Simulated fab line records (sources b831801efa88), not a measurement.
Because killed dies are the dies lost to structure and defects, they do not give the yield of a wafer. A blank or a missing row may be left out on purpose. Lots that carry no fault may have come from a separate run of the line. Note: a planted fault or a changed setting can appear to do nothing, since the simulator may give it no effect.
Which tool is to blame? | flow sky130 | 15 lots with 45 wafers sampled at 3 steps, on a route of 708 steps

== WHAT THE GAUGES SHOWED, per wafer ==
SKY_VIA2_THK_MEAS_01. Usual: VIA2_HDPCVD_THK gives 1179 nm (standard deviation 11).
lot  | measured     | on            | VIA2_HDPCVD_THK (nm) | flag
L491 | day 35 10:52 | film metro-01 | 1193 1198 1180       |
L492 | day 35 10:56 | film metro-02 | 1193 1175 1175       |
L494 | day 35 23:36 | film metro-02 | 1175 1171 1167       |
L495 | day 36 06:50 | film metro-03 | 1183 1169 1183       |
L505 | day 40 08:07 | film metro-03 | 1171 1183 1187       |
L504 | day 40 09:19 | film metro-02 | 1167 1153 1176       |
L507 | day 40 19:23 | film metro-03 | 1185 1171 1163       |
L508 | day 40 23:35 | film metro-03 | 1176 1186 1178       |
L510 | day 41 07:13 | film metro-03 | 1165 1172 1178       |
L511 | day 41 08:49 | film metro-03 | 1160 1177 1181       |
L512 | day 41 11:57 | film metro-02 | 1200 1198 1182       |
L514 | day 42 06:01 | film metro-02 | 1189 1197 1161       |

SKY_VIA2_OVL_MEAS_13. Usual: VIA2_OVL gives -4 nm (standard deviation 6.4).
lot  | measured     | on         | VIA2_OVL (nm) | flag
L491 | day 36 13:34 | overlay-02 | -13 -11 -4    |
L492 | day 36 13:42 | overlay-01 | -3 0 -8       |
L494 | day 37 02:21 | overlay-02 | -10 -7 -11    |
L495 | day 37 09:16 | overlay-01 | -4 1 -6       |
L505 | day 41 09:16 | overlay-02 | -13 -9 -4     |
L504 | day 41 10:34 | overlay-01 | 0 1 3         |
L507 | day 41 20:07 | overlay-02 | -4 -11 -8     |
L508 | day 41 23:46 | overlay-02 | -11 -7 -6     |
L510 | day 42 07:37 | overlay-01 | -5 -6 -5      |
L511 | day 42 09:23 | overlay-02 | 5 5 6         |
L512 | day 42 12:09 | overlay-02 | 4 2 12        |
L514 | day 43 05:25 | overlay-02 | 0 6 1         |

== TOOL THAT RAN EACH LOT (tool first, then ch and the chambers of the sampled wafers, then the start) ==
lot  | SKY_CONTACT_PEB_12
L491 | litho track-03 ch 0, day 31 17:00
L492 | litho track-01 ch 0, day 31 18:00
L494 | litho track-02 ch 0, day 32 09:00
L495 | litho track-03 ch 0, day 32 17:00
L499 | litho track-01, day 34 07:00
L501 | litho track-02, day 34 23:00
L500 | litho track-01, day 34 23:00
L505 | litho track-02 ch 0, day 36 22:00
L504 | litho track-02 ch 0, day 36 23:00
L507 | litho track-01 ch 0, day 37 09:00
L508 | litho track-01 ch 0, day 37 12:00
L510 | litho track-03 ch 0, day 37 22:00
L511 | litho track-03 ch 0, day 37 23:00
L512 | litho track-03 ch 0, day 38 03:00
L514 | litho track-02 ch 0, day 38 21:00
- SKY_CONTACT_PEB_12

== WHAT THE TOOLS THEMSELVES READ (means of the sampled wafers that have a number; where no wafer has one, the mark that the record gives instead) ==
SKY_CONTACT_PEB_12. Usual: exhaust pa reads 44.8 Pa (standard deviation 0.87).
lot  | tool           | exhaust pa (Pa) | flag
L491 | litho track-03 | 44.5            |
L492 | litho track-01 | 44.8            |
L494 | litho track-02 | 43.9            |
L495 | litho track-03 | 46.2            |
L499 | litho track-01 | -               | OFF
L501 | litho track-02 | -               | OFF
L500 | litho track-01 | -               | OFF
L505 | litho track-02 | 45.8            |
L504 | litho track-02 | 45.3            |
L507 | litho track-01 | 45.6            |
L508 | litho track-01 | 44.8            |
L510 | litho track-03 | 45.0            |
L511 | litho track-03 | 45.5            |
L512 | litho track-03 | 44.8            |
L514 | litho track-02 | 45.5            |

== THE ANSWER, worked out from the rows above alone ==
Rule: take the mean of a lot's wafers that have a number; if it is more than 3 standard deviations from the usual mean, the lot is off. Also off: a lot with no number at a reading for which 4 or more lots have one. The other lots that the step has rows for count as sound. Order of review: gauges by route order, followed by the tools' own readings, for which a lot's mean as printed above is used. The first step at which some lot is off is used, and at that step the reading that is off furthest; a lot without a number counts as furthest.
Off: L499, L501, L500, at SKY_CONTACT_PEB_12 (exhaust pa). Without a number there: L499, L501, L500.
A tool fits if, at that step or a process step before it, it ran every lot that is off, and no sound lot after the first of them. Not one of the candidates tried fits.

== WHAT THE SIMULATOR PUT IN ==
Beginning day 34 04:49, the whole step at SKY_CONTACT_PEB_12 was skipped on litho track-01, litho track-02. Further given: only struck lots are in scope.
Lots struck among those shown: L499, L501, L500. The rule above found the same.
